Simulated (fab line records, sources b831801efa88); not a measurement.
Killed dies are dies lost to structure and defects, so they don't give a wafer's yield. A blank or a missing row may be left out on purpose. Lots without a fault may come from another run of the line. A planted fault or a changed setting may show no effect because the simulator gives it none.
fab line records | flow sky130 | part 2 of 2: steps 39 to 48 of 48
record lots=5 wafers=15 last_day=51
route steps=708 shown LDD_P@260 LDD_HVN@267 LDD_HVP@278 LDD_LDN@289 SPACER@304 POLY_CUT@307
lots that met no fault: from a run of the same line without faults
start_h: hours from the record's first day to the start of the lot's first wafer shown | wait_h: hours since the lot's step before | " the same as in the row above | L1.1+2: a row that stands for several wafers | - no value, or no start given | * or withheld: withheld | < > ~ a bound
route shown NAME@n: a module of which the file shows steps, and the number in the route of the first | usual: mean/standard deviation of fault-free wafers | same: alike in all rows | chamber/n: place in a boat | sites: the reading at each site | _std_site: their standard deviation | _edge_site: outer sites' mean less inner sites' | radius_mm: how far each site lies from the wafer's centre | mask NAME#n: copy n | behind: the tool/chamber that last shaped the wafer | hold: why the lot was held/for how many hours/how that ended | device: the transistor (n, p or np) that didn't switch | end of line: the same wafers' tests at the end of the route | a step without rows: its recipe alone | killed: dies lost to structure and defects at the first sort, not the wafer's yield | map: a wafer's dies, x killed, . not, _ none there
set.NAME: the setting as run; set.NAME@STEP: as run at that earlier step | model.NAME: the simulator's own value behind a step, which no gauge read
lots at some steps of the route; a table a step, a row a wafer
services: from which hour (start_h, from the record's first day; less than 0 if before it) a tool's chamber was out of use, for how many hours, and why
## steps
# step SKY_LDD_LDN_IMPLANT_09
# recipe species=As energy_kev=15 dose_cm2=1.25e+13 tilt_deg=withheld rotation_deg=113
# columns lot.wafer tool chamber start_h wait_h
L075.2+3+6 implanter-01 0 555.82 0.1
L080.1+3+4 implanter-04 0 594.97 0.1
L091.4+5+6 implanter-02 0 685.46 0.1
L095.3+4+6 implanter-02 0 717.65 0.1
L093.2+5+6 implanter-01 0 719.96 0.1
# step SKY_LDD_LDN_IMPLANT_10
# recipe species=As energy_kev=15 dose_cm2=1.25e+13 tilt_deg=withheld rotation_deg=203
# columns lot.wafer tool chamber start_h wait_h
L075.2+3+6 implanter-01 0 555.97 0.1
L080.1+3+4 implanter-04 0 595.12 0.1
L091.4+5+6 implanter-02 0 685.61 0.1
L095.3+4+6 implanter-02 0 717.80 0.1
L093.2+5+6 implanter-01 0 720.11 0.1
# step SKY_LDD_LDN_IMPLANT_11
# recipe species=As energy_kev=15 dose_cm2=1.25e+13 tilt_deg=withheld rotation_deg=293
# columns lot.wafer tool chamber start_h wait_h
L075.2+3+6 implanter-01 0 556.12 0.1
L080.1+3+4 implanter-04 0 595.27 0.1
L091.4+5+6 implanter-02 0 685.76 0.1
L095.3+4+6 implanter-02 0 717.95 0.1
L093.2+5+6 implanter-01 0 720.26 0.1
# step SKY_LDD_LDN_STRIP_12
# recipe chemistry=O2/N2 power_w=1400 pressure_mtorr=1500 platen_temp_c=withheld o2_flow_sccm=3000 n2_flow_sccm=300 overash_fraction=0.5
# usual drypump_motor_current_A=5.9/0.45 oes_product_au=0.716/0.0048 strip_time_to_endpoint_s=14.19/0.046
# columns lot.wafer tool chamber start_h wait_h drypump_motor_current_A oes_product_au rf_hours_counter_h strip_time_to_endpoint_s
L075.2 plasma_asher-01 0 556.25 0.1 6.4 0.719 45 14.20
L075.3 " 1 " " 6.5 0.719 - 14.21
L075.6 " 1 " " 6.5 0.714 - 14.18
L080.1 plasma_asher-04 0 595.42 0.1 5.5 0.716 91 14.19
L080.3 " 1 " " 5.6 0.717 - 14.21
L080.4 " 0 " " 5.5 0.717 - 14.21
L091.4 plasma_asher-01 1 685.87 0.1 6.5 0.711 - 14.21
L091.5 " 0 " " 6.4 0.720 - 14.21
L091.6 " 1 " " 6.5 0.709 - 14.21
L095.3 plasma_asher-03 1 718.08 0.1 6.5 0.725 - 14.24
L095.4 " 0 " " 5.3 0.721 - 14.19
L095.6 " 1 " " 6.4 0.723 - 14.16
L093.2 plasma_asher-01 1 720.38 0.1 6.5 0.712 61 14.22
L093.5 " 0 " " 6.4 0.719 - 14.20
L093.6 " 1 " " 6.5 0.703 - 14.20
# step SKY_LDD_LDN_TW_MEAS_13
# usual LDD_LDN_TW=1476/18
# columns lot.wafer tool chamber start_h wait_h LDD_LDN_TW
L075.2 film_metro-01 - 556.36 0.1 1466
L075.3 " - " " 1462
L075.6 " - " " 1468
L080.1 film_metro-02 - 595.52 0.1 1493
L080.3 " - " " 1482
L080.4 " - " " 1489
L091.4 film_metro-02 - 685.96 0.1 1487
L091.5 " - " " 1501
L091.6 " - " " 1491
L095.3 film_metro-01 - 718.17 0.1 1454
L095.4 " - " " 1457
L095.6 " - " " 1461
L093.2 film_metro-02 - 720.49 0.1 1486
L093.5 " - " " 1496
L093.6 " - " " 1490
# step SKY_LDD_LDN_CLEAN_14
# recipe chemistry=SC1/SC2 mix=1:4:20 temp_c=70 time_s=150 dry=n2_spin
# usual temp_c=69.97/0.12
# columns lot.wafer tool chamber start_h wait_h temp_c
L075.2 wet_bench-04 3 556.41 0.0 69.88
L075.3 " 3 " " 69.95
L075.6 " 3 " " 69.91
L080.1 wet_bench-03 1 595.58 0.1 69.82
L080.3 " 1 " " 69.81
L080.4 " 1 " " 69.93
L091.4 wet_bench-04 1 685.99 0.0 70.25
L091.5 " 1 " " 70.08
L091.6 " 1 " " 70.04
L095.3 wet_bench-04 2 718.21 0.0 70.10
L095.4 " 2 " " 69.97
L095.6 " 2 " " 70.31
L093.2 wet_bench-04 1 720.54 0.0 69.95
L093.5 " 1 " " 70.04
L093.6 " 1 " " 70.29
# step SKY_SPACER_CVD_00
# recipe material=Si3N4 precursor=DCS/NH3 target_thk_nm=43.1 temp_c=770 time_s=740 pressure_mtorr=250
# usual susceptor_temp_C=770.0/0.31 zone_power_upper_pct=13.4/0.55
# columns lot.wafer tool chamber start_h wait_h susceptor_temp_C zone_power_upper_pct
L075.2 lpcvd-02 0 556.46 0.0 770.5 12.8
L075.3 " 0 " " 770.3 12.8
L075.6 " 0 " " 770.4 12.8
L080.1 lpcvd-02 1 595.64 0.0 770.3 13.8
L080.3 " 1 " " 770.1 13.8
L080.4 " 1 " " 770.0 13.9
L091.4 lpcvd-02 1 692.13 6.1 770.2 13.9
L091.5 " 1 " " 770.9 14.0
L091.6 " 1 " " 770.5 13.8
L095.3 lpcvd-02 1 719.20 0.9 770.0 13.8
L095.4 " 1 " " 770.4 13.8
L095.6 " 1 " " 770.0 14.1
L093.2 lpcvd-02 0 721.61 1.0 769.4 12.6
L093.5 " 0 " " 769.7 12.8
L093.6 " 0 " " 769.5 12.7
# step SKY_SPACER_THK_MEAS_01
# recipe reads=Si3N4_of_SPACER_CVD_00
# usual SPACER_CVD_00_THK=43.4/0.38
# columns lot.wafer tool chamber start_h wait_h SPACER_CVD_00_THK[nm]
L075.2 film_metro-03 - 558.28 0.0 43.6
L075.3 " - " " 43.8
L075.6 " - " " 43.3
L080.1 film_metro-03 - 596.84 0.0 44.0
L080.3 " - " " 43.9
L080.4 " - " " 43.7
L091.4 film_metro-04 - 693.37 0.0 43.5
L091.5 " - " " 43.3
L091.6 " - " " 43.5
L095.3 film_metro-03 - 720.42 0.0 43.6
L095.4 " - " " 43.2
L095.6 " - " " 43.5
L093.2 film_metro-04 - 722.82 0.0 43.4
L093.5 " - " " 43.2
L093.6 " - " " 43.1
# step SKY_SPACER_ETCHBACK_02
# recipe chemistry=CH3F/O2 target=Si3N4 stop_on=SiO2 source_w=400 bias_w=80 pressure_mtorr=25 ch3f_flow_sccm=40 O2_flow_sccm=30 time_s=46.7 target_depth_a=450
# usual drypump_motor_current_A=5.8/0.41 oes_product_au=0.857/0.006 throttle_valve_pct=10.563/0.0089
# columns lot.wafer tool chamber start_h wait_h drypump_motor_current_A oes_product_au rf_hours_counter_h throttle_valve_pct
L075.2 rie_diel-04 0 558.33 0.0 5.7 0.859 38 10.573
L075.3 " 3 " " 6.2 0.863 4 10.568
L075.6 " 3 " " 6.2 0.857 - 10.549
L080.1 rie_diel-03 2 596.90 0.1 6.4 0.857 19 10.565
L080.3 " 0 " " 5.7 0.866 18 10.562
L080.4 " 0 " " 5.7 0.860 - 10.551
L091.4 rie_diel-04 0 693.42 0.0 5.7 0.856 - 10.549
L091.5 " 1 " " 5.3 0.855 - 10.570
L091.6 " 3 " " 6.3 0.854 - 10.555
L095.3 rie_diel-01 1 720.46 0.0 5.1 0.864 9 10.560
L095.4 " 0 " " 5.9 0.854 7 10.563
L095.6 " 2 " " 6.4 0.854 - 10.557
L093.2 rie_diel-01 1 722.87 0.0 5.1 0.855 9 10.581
L093.5 " 1 " " 5.1 0.855 - 10.557
L093.6 " 2 " " 6.4 0.848 - 10.552
# step SKY_POLY_CUT_DEHYDRATE_00
# recipe temp_c=200 time_s=60
# columns lot.wafer tool chamber start_h wait_h
L075.2+3+6 litho_track-03 0 572.75 14.4
L080.1+3+4 litho_track-02 0 611.20 14.3
L091.4+5+6 litho_track-02 0 705.72 12.3
L095.3+4+6 litho_track-01 0 732.89 12.4
L093.2+5+6 litho_track-01 0 735.41 12.5
## services
# columns tool chamber start_h hours kind
rie_diel-04 2 456.52 4.5 repair
lpcvd-02 - 461.30 17.2 pm
rie_diel-04 - 467.41 14.6 pm
implanter-01 - 494.59 4.0 repair
iline_stepper-01 - 498.82 4.4 pm
plasma_asher-01 - 499.69 2.2 repair
implanter-04 - 500.56 2.7 repair
plasma_asher-04 - 508.81 2.3 repair
implanter-02 - 542.53 23.8 pm
implanter-01 - 567.56 5.9 pm
plasma_asher-01 - 568.57 0.5 repair
implanter-03 - 572.89 6.5 pm
implanter-02 - 597.97 15.9 repair
iline_stepper-01 - 598.81 1.7 pm
iline_stepper-02 - 633.71 1.7 pm
plasma_asher-01 - 638.94 0.8 repair
plasma_asher-02 - 655.33 14.6 pm
implanter-02 - 665.81 3.2 pm
implanter-01 - 676.33 3.4 repair
lpcvd-02 - 676.48 14.6 pm
implanter-02 - 677.43 1.8 repair
iline_stepper-01 - 678.20 20.0 repair
implanter-01 - 707.21 0.5 repair
implanter-04 - 733.24 5.0 pm
